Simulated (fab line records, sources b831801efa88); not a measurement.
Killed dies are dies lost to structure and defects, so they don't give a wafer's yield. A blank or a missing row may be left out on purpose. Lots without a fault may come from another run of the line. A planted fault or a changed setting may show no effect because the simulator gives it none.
Split-lot experiment | flow gf180mcu | 5 lots, 23 wafers read, on a route of 602 steps

THE SPLIT
At GF_M3_SPUTTER_02 (material AlCu, target thk 450 nm, time 23.9 s), the setting power_w was moved away from the recipe's 10600 W on 8 of the 23 wafers read, by -5.7% to +10.2%. The other wafers ran this setting at the recipe's value.

FROM THE SPLIT TO THE READING: what the file shows between them, 3 steps
- GF_M3_SPUTTER_03: material Ti, target thk 10 nm, time 6.7 s
- GF_M3_SPUTTER_04: material TiN, target thk 50 nm, time 41.7 s
- GF_M3_RS_MEAS_05: measures by four-point-probe

THE READING
M3_ALCU_THK, in nm, at GF_M3_THK_MEAS_06 (measures by xrf). Fault-free wafers of this fab line usually give 452 nm, standard deviation 4.9 nm.

wafer  | tool, chamber at the split | power_w as run, W | against the recipe | M3_ALCU_THK, nm | against lot-mates on the recipe
L076.1 | pvd_sputter-02, -          | 11680             | +10.2%             | 501             | +52
L076.2 | pvd_sputter-02, -          | 10600             | recipe             | 449             | -
L076.3 | pvd_sputter-02, -          | 11680             | +10.2%             | 497             | +48
L076.4 | pvd_sputter-02, -          | 11680             | +10.2%             | 499             | +50
L076.5 | pvd_sputter-02, -          | 10600             | recipe             | 450             | -
L078.2 | pvd_sputter-02, -          | 10000             | -5.7%              | 420             | -25
L078.3 | pvd_sputter-02, -          | 10600             | recipe             | 448             | -
L078.4 | pvd_sputter-02, -          | 10600             | recipe             | 444             | -
L078.5 | pvd_sputter-02, -          | 10000             | -5.7%              | 417             | -28
L078.6 | pvd_sputter-02, -          | 10600             | recipe             | 444             | -
L079.1 | pvd_sputter-02, -          | 10600             | recipe             | 446             | -
L079.4 | pvd_sputter-02, -          | 10600             | recipe             | 441             | -
L079.5 | pvd_sputter-02, -          | 10600             | recipe             | 441             | -
L082.1 | pvd_sputter-04, -          | 10600             | recipe             | 456             | -
L082.2 | pvd_sputter-04, -          | 11660             | +10.0%             | 502             | +46
L082.3 | pvd_sputter-04, -          | 11660             | +10.0%             | 500             | +44
L082.5 | pvd_sputter-04, -          | 10600             | recipe             | 455             | -
L082.6 | pvd_sputter-04, -          | 11660             | +10.0%             | 505             | +50
L084.1 | pvd_sputter-04, -          | 10600             | recipe             | 456             | -
L084.2 | pvd_sputter-04, -          | 10600             | recipe             | 459             | -
L084.4 | pvd_sputter-04, -          | 10600             | recipe             | 459             | -
L084.5 | pvd_sputter-04, -          | 10600             | recipe             | 461             | -
L084.6 | pvd_sputter-04, -          | 10600             | recipe             | 456             | -

THE FIT
A straight line over all 23 wafers: M3_ALCU_THK changes by +5.05 nm for each +1% of power_w; r = +0.98; the points scatter about the line by 5.9 nm.
The same after taking each lot's own level away (the mean of its wafers on the recipe; 23 wafers): +4.77 nm for each +1%; r = +1.00; scatter 1.9 nm.
On that fit, the largest move of power_w shifts the reading by 49 nm.
The lots' own levels span 442.7 to 458.2 nm, that is 3.2 times the standard deviation above.
So the lot-to-lot level changes the slope little: the two slopes agree.
Check: with one of the wafers moved furthest among these (+10.2%) left out of the fit, the line predicts +48.1 nm for it against its lot-mates. It came out at +51.5 nm against them.

OTHER SPLITS ON THESE WAFERS
These wafers also went through other splits before the reading. Each is held against what the fit with the lots' levels taken away leaves over:
other split on the same wafers | wafers away from the commonest value | r with M3_ALCU_THK (lot level and that fit taken away)
GF_V1_CVD_02 time_s            | 8                                    | +0.21
GF_M2_SPUTTER_01 power_w       | 7                                    | +0.50
GF_V2_CVD_00 sih4_flow_sccm    | 7                                    | +0.33
GF_V2_COAT_09 resist_thk_nm    | 8                                    | +0.11
GF_V2_ETCH_16 ion_energy_ev    | 2                                    | -0.19

THE WHOLE CHAIN: every reading that the file lists as answering this split, in the file's order
step              | what it does                                  | reading                                                                       | change (the file's fit)               | r (the file's)
GF_M3_SPUTTER_02  | material AlCu, target thk 450 nm, time 23.9 s | AlCu_of_M3_SPUTTER_02.thk_nm (the simulator's own value, which no gauge read) | +4.63 nm for each +1% of the setting  | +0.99
GF_M3_RS_MEAS_05  | measures by four-point-probe                  | M3_ALCU_RS                                                                    | -0.000673 for each +1% of the setting | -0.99
GF_M3_THK_MEAS_06 | measures by xrf                               | M3_ALCU_THK                                                                   | +4.72 for each +1% of the setting     | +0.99

THE FILE'S OWN FIT
M3_ALCU_THK changes by +4.72 nm for each +1% of power_w, r = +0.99.
